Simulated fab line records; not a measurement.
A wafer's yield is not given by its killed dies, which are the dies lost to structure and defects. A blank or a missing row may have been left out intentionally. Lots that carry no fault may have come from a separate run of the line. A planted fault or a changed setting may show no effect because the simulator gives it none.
Check of tool commonality :: flow gf180mcu :: 45 wafers sampled across 12 lots

WHY THIS WAS OPENED
Of 12 lots, 3 have the reading NSD_RS flagged at GF_PSD_RS_MEAS_14. Fault-free wafers read 46.16 ohm/sq, with a standard deviation of 0.085.
Rule: a lot is flagged when every wafer of it that has a number lies more than 4 standard deviations from that mean, or none has a number. The other lots count as sound.

lot: L154
measured: day 14 00:57
on: film_metro-01
NSD_RS (ohm/sq), wafer by wafer: 46.14 46.10 46.17
flag: 

lot: L155
measured: day 14 15:04
on: film_metro-03
NSD_RS (ohm/sq), wafer by wafer: 46.16 45.99 46.04
flag: 

lot: L156
measured: day 14 23:22
on: film_metro-03
NSD_RS (ohm/sq), wafer by wafer: 46.16 46.20 46.13
flag: 

lot: L158
measured: day 15 16:59
on: film_metro-03
NSD_RS (ohm/sq), wafer by wafer: 43.96 44.01 43.94 43.97 43.98 43.94
flag: FLAGGED

lot: L159
measured: day 15 22:16
on: film_metro-01
NSD_RS (ohm/sq), wafer by wafer: 44.01 43.98 43.96 43.99 43.94 43.98
flag: FLAGGED

lot: L163
measured: day 17 06:07
on: film_metro-04
NSD_RS (ohm/sq), wafer by wafer: 44.07 44.11 44.13 44.11 44.19 44.22
flag: FLAGGED

lot: L168
measured: day 19 09:19
on: film_metro-01
NSD_RS (ohm/sq), wafer by wafer: 46.24 46.19 46.01
flag: 

lot: L170
measured: day 19 20:28
on: film_metro-04
NSD_RS (ohm/sq), wafer by wafer: 46.20 46.16 46.21
flag: 

lot: L171
measured: day 20 06:43
on: film_metro-01
NSD_RS (ohm/sq), wafer by wafer: 46.24 46.08 46.11
flag: 

lot: L172
measured: day 20 13:14
on: film_metro-04
NSD_RS (ohm/sq), wafer by wafer: 46.31 46.29 46.29
flag: 

lot: L174
measured: day 21 01:53
on: film_metro-03
NSD_RS (ohm/sq), wafer by wafer: 46.23 46.19 46.13
flag: 

lot: L177
measured: day 22 06:17
on: film_metro-04
NSD_RS (ohm/sq), wafer by wafer: 46.33 46.22 46.18
flag: 
Average over the flagged lots: 44.03 ohm/sq; offset from the usual -2.13 ohm/sq, equal to -25 standard deviations.

LOT BY LOT: THE TOOL USED
The record holds 2 process steps before the reading, out of a route of 602 steps. Every cell lists first the tool, next ch and the chambers used by the sampled wafers, and last the start.
lot: L154
flag: 
GF_NSD_IMPLANT_09: implanter-04 ch 0, day 13 03:20
GF_NSD_STRIP_11: plasma_asher-03 ch 0,1, day 13 03:35

lot: L155
flag: 
GF_NSD_IMPLANT_09: implanter-03 ch 0, day 13 17:40
GF_NSD_STRIP_11: plasma_asher-03 ch 0,1, day 13 17:55

lot: L156
flag: 
GF_NSD_IMPLANT_09: implanter-04 ch 0, day 14 01:41
GF_NSD_STRIP_11: plasma_asher-03 ch 0,1, day 14 01:57

lot: L158
flag: FLAGGED
GF_NSD_IMPLANT_09: implanter-04 ch 0, day 14 18:56
GF_NSD_STRIP_11: plasma_asher-02 ch 0,1, day 14 19:33

lot: L159
flag: FLAGGED
GF_NSD_IMPLANT_09: implanter-02 ch 0, day 14 23:26
GF_NSD_STRIP_11: plasma_asher-03 ch 0,1, day 15 00:02

lot: L163
flag: FLAGGED
GF_NSD_IMPLANT_09: implanter-04 ch 0, day 16 07:14
GF_NSD_STRIP_11: plasma_asher-02 ch 0,1, day 16 08:04

lot: L168
flag: 
GF_NSD_IMPLANT_09: implanter-02 ch 0, day 18 07:43
GF_NSD_STRIP_11: plasma_asher-02 ch 0,1, day 18 07:59

lot: L170
flag: 
GF_NSD_IMPLANT_09: implanter-03 ch 0, day 18 18:49
GF_NSD_STRIP_11: plasma_asher-02 ch 0,1, day 18 19:06

lot: L171
flag: 
GF_NSD_IMPLANT_09: implanter-04 ch 0, day 19 05:53
GF_NSD_STRIP_11: plasma_asher-03 ch 0,1, day 19 06:10

lot: L172
flag: 
GF_NSD_IMPLANT_09: implanter-04 ch 0, day 19 12:44
GF_NSD_STRIP_11: plasma_asher-04 ch 0,1, day 19 12:59

lot: L174
flag: 
GF_NSD_IMPLANT_09: implanter-04 ch 0, day 20 01:23
GF_NSD_STRIP_11: plasma_asher-03 ch 0,1, day 20 01:41

lot: L177
flag: 
GF_NSD_IMPLANT_09: implanter-02 ch 0, day 21 05:30
GF_NSD_STRIP_11: plasma_asher-04 ch 0,1, day 21 05:48
What these steps do:
- GF_NSD_IMPLANT_09
- GF_NSD_STRIP_11: strips in O2/N2.
- GF_PSD_RS_MEAS_14: measures by four-point-probe.

FLAGGED AGAINST TOTAL, ONE TOOL AT A TIME (gauges that did the reading follow at the end)
step: GF_NSD_IMPLANT_09
tool: implanter-02
lots run: 3
flagged: 1
share of the flagged lots: some
sound lots run after its first flagged lot: 2 (L168,L177)

step: GF_NSD_IMPLANT_09
tool: implanter-03
lots run: 2
flagged: 0
share of the flagged lots: none
sound lots run after its first flagged lot: -

step: GF_NSD_IMPLANT_09
tool: implanter-04
lots run: 7
flagged: 2
share of the flagged lots: some
sound lots run after its first flagged lot: 3 (L171,L172,L174)

step: GF_NSD_STRIP_11
tool: plasma_asher-02
lots run: 4
flagged: 2
share of the flagged lots: some
sound lots run after its first flagged lot: 2 (L168,L170)

step: GF_NSD_STRIP_11
tool: plasma_asher-03
lots run: 6
flagged: 1
share of the flagged lots: some
sound lots run after its first flagged lot: 2 (L171,L174)

step: GF_NSD_STRIP_11
tool: plasma_asher-04
lots run: 2
flagged: 0
share of the flagged lots: none
sound lots run after its first flagged lot: -

step: GF_PSD_RS_MEAS_14
tool: film_metro-01
lots run: 4
flagged: 1
share of the flagged lots: some
sound lots run after its first flagged lot: 2 (L168,L171)

step: GF_PSD_RS_MEAS_14
tool: film_metro-03
lots run: 4
flagged: 1
share of the flagged lots: some
sound lots run after its first flagged lot: 1 (L174)

step: GF_PSD_RS_MEAS_14
tool: film_metro-04
lots run: 4
flagged: 1
share of the flagged lots: some
sound lots run after its first flagged lot: 3 (L170,L172,L177)

WHAT IS ALLOWED BY THE TABLE
No row of the table ran every flagged lot.

WHAT THE SIMULATOR HAD PUT IN
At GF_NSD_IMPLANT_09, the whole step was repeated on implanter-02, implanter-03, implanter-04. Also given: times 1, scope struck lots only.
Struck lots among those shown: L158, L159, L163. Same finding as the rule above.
